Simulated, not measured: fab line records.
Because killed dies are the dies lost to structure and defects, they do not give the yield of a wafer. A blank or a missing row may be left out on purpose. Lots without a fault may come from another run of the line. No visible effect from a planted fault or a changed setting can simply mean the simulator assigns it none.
One fault seen from 2 desks / flow gf180mcu / each desk holds nothing but its own numbers, with what lay behind them at the end

FROM THE METROLOGY DESK
What the gauges read, lot by lot, whatever tool the lot ran on: means of the sampled wafers that have a number. A lot is out of limits, marked OUT, if its mean lies more than 4 standard deviations from the usual mean; the brackets give that distance.
Columns: A = VT_IMPLANT_TW at GF_VT_IMPLANT_TW_MEAS_10, usual 563; B = V5_W_RS at GF_V5_RS_MEAS_24, usual 0.325 ohm/sq
lot=L151; first seen here=day 5 14:47; A=567; B=0.325
lot=L152; first seen here=day 5 20:46; A=559; B=0.330
lot=L153; first seen here=day 6 02:17; A=563; B=0.324
lot=L154; first seen here=day 6 13:53; A=568; B=0.329
lot=L155; first seen here=day 6 16:54; A=564; B=0.324
lot=L156; first seen here=day 7 01:48; A=561; B=0.319
lot=L163; first seen here=day 9 00:33; A=296 (-67) OUT; B=0.338
lot=L166; first seen here=day 9 14:25; A=294 (-67) OUT; B=0.329
lot=L167; first seen here=day 9 20:26; A=564; B=0.325
lot=L168; first seen here=day 9 22:52; A=568; B=0.335
lot=L171; first seen here=day 10 20:46; A=564; B=0.319
lot=L172; first seen here=day 11 05:33; A=565; B=0.324
lot=L173; first seen here=day 11 07:29; A=558; B=0.330
lot=L174; first seen here=day 11 12:54; A=559; B=0.323
This desk's finding: out of limits on L163, L166; first on L163, day 9 00:33 (VT_IMPLANT_TW at GF_VT_IMPLANT_TW_MEAS_10). In limits: L151, L152, L153, L154, L155, L156, L167, L168, L171, L172, L173, L174.

FOR THE TOOL OWNER'S DESK: lithoTrack-01
The tool's own readings at GF_VT_IMPLANT_DEVELOP_06 (develop time 60 s): means of the sampled wafers that have a number, for each lot that ran on this tool. A lot is out of limits, marked OUT, if its mean lies more than 4 standard deviations from the usual mean; the brackets give that distance.
Columns: A = developerTempC at GF_VT_IMPLANT_DEVELOP_06, usual 22.98 C
lot=L152; first seen here=day 5 20:22; A=23.03
lot=L155; first seen here=day 6 16:28; A=23.03
lot=L156; first seen here=day 7 01:22; A=22.88
lot=L163; first seen here=day 9 00:07; A=23.00
lot=L166; first seen here=day 9 14:01; A=23.04
This desk's verdict: no lot among the 5 shows anything out of limits.

ALL TOGETHER
An alarm was possible from the metrology desk at day 9 00:33, on L163, L166.
Nothing out of limits was seen by the tool owner's desk.
Tool owner's desk: L163, L166 on record, inside its limits.
Every lot named ran GF_VT_IMPLANT_DEVELOP_06 on lithoTrack-01.

WHAT WAS PUT IN BY THE SIMULATOR
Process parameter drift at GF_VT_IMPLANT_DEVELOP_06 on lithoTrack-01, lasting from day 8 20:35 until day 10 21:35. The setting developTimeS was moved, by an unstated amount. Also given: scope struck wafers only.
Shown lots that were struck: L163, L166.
Delay in hours, fault start to first out-of-limits reading, per desk: metrology desk 4.
